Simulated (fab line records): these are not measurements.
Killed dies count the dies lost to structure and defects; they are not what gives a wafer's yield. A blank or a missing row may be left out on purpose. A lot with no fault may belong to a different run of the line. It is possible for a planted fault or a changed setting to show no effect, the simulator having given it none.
Tool commonality check    flow sky130    13 lots, 42 wafers sampled

WHY THIS WAS OPENED
At SKY_SD_N_CD_MEAS_07 the reading cd_nm is flagged on 1 of 13 lots. Wafers without a fault read 379.8 nm, standard deviation 2.8.
Rule: flag the lot when none of its wafers has a number, or when each of its wafers that has one lies beyond 4 standard deviations from that mean. All remaining lots are regarded as sound.

lot   measured      on         cd_nm (nm), wafer by wafer           flag
L334  day 27 12:50  cd_sem-01  375.6 377.5 374.1                    
L335  day 28 01:53  cd_sem-02  379.3 382.3 380.0                    
L336  day 28 12:50  cd_sem-01  380.7 380.2 377.8                    
L337  day 29 00:02  cd_sem-01  377.1 378.7 377.4                    
L339  day 29 18:34  cd_sem-01  384.4 385.1 381.3                    
L340  day 30 06:24  cd_sem-01  379.1 378.8 378.4                    
L341  day 30 15:23  cd_sem-01  384.7 384.0 383.6                    
L342  day 30 21:25  cd_sem-02  384.5 384.1 383.4                    
L345  day 31 15:46  cd_sem-02  376.0 374.1 376.7                    
L347  day 32 13:22  cd_sem-02  380.9 378.4 380.3                    
L348  day 32 21:07  cd_sem-01  333.3 335.9 334.5 333.6 335.6 334.9  FLAGGED
L351  day 33 20:47  cd_sem-01  379.5 381.2 378.3                    
L354  day 34 17:11  cd_sem-02  379.9 380.7 378.2                    
Average over the flagged lots: 334.6 nm; offset from the usual -45.2 nm, equal to -16 standard deviations.

WHICH TOOL RAN EACH LOT
The record keeps 1 process step preceding the reading, out of 708 steps on the route. Read each cell as the tool, then ch plus the chambers that the sampled wafers visited, then the start.
lot   flag     SKY_SD_N_EXPOSE_04
L334           iline_stepper-02 ch 0, day 26 22:37
L335           iline_stepper-01 ch 0, day 27 11:22
L336           iline_stepper-02 ch 0, day 27 23:07
L337           iline_stepper-02 ch 0, day 28 10:05
L339           iline_stepper-01 ch 0, day 29 05:29
L340           iline_stepper-02 ch 0, day 29 16:17
L341           iline_stepper-02 ch 0, day 30 01:22
L342           iline_stepper-01 ch 0, day 30 07:59
L345           iline_stepper-02 ch 0, day 31 02:31
L347           iline_stepper-02 ch 0, day 31 23:45
L348  FLAGGED  iline_stepper-02 ch 0, day 32 07:19
L351           iline_stepper-02 ch 0, day 33 06:58
L354           iline_stepper-01 ch 0, day 34 04:38
What these steps do:
- SKY_SD_N_EXPOSE_04: exposes mask NSDM, target cd 380 nm.
- SKY_SD_N_CD_MEAS_07: target cd 380 nm.

FLAGGED AGAINST TOTAL, ONE TOOL AT A TIME (gauges that did the reading follow at the end)
step                 tool              lots run  flagged  share of the flagged lots  sound lots run after its first flagged lot
SKY_SD_N_EXPOSE_04   iline_stepper-01  4         0        none                       -
SKY_SD_N_EXPOSE_04   iline_stepper-02  9         1        all                        1 (L351)
SKY_SD_N_CD_MEAS_07  cd_sem-01         8         1        all                        1 (L351)
SKY_SD_N_CD_MEAS_07  cd_sem-02         5         0        none                       -

WHAT IS ALLOWED BY THE TABLE
Rows of the table that ran all the flagged lots, 2 in number: iline_stepper-02 at SKY_SD_N_EXPOSE_04; cd_sem-01 at SKY_SD_N_CD_MEAS_07.
- iline_stepper-02 at SKY_SD_N_EXPOSE_04 ran 9 lots, 1 of them flagged. Sound lots ran on it after the first flagged one (L351), which a lasting fault on the whole tool wouldn't allow.
- cd_sem-01 at SKY_SD_N_CD_MEAS_07 ran 8 lots, 1 of them flagged. Sound lots ran on it after the first flagged one (L351), which a lasting fault on the whole tool wouldn't allow.
Every row of the table either missed a flagged lot or ran a sound lot after the first.

WHAT WAS PUT IN BY THE SIMULATOR
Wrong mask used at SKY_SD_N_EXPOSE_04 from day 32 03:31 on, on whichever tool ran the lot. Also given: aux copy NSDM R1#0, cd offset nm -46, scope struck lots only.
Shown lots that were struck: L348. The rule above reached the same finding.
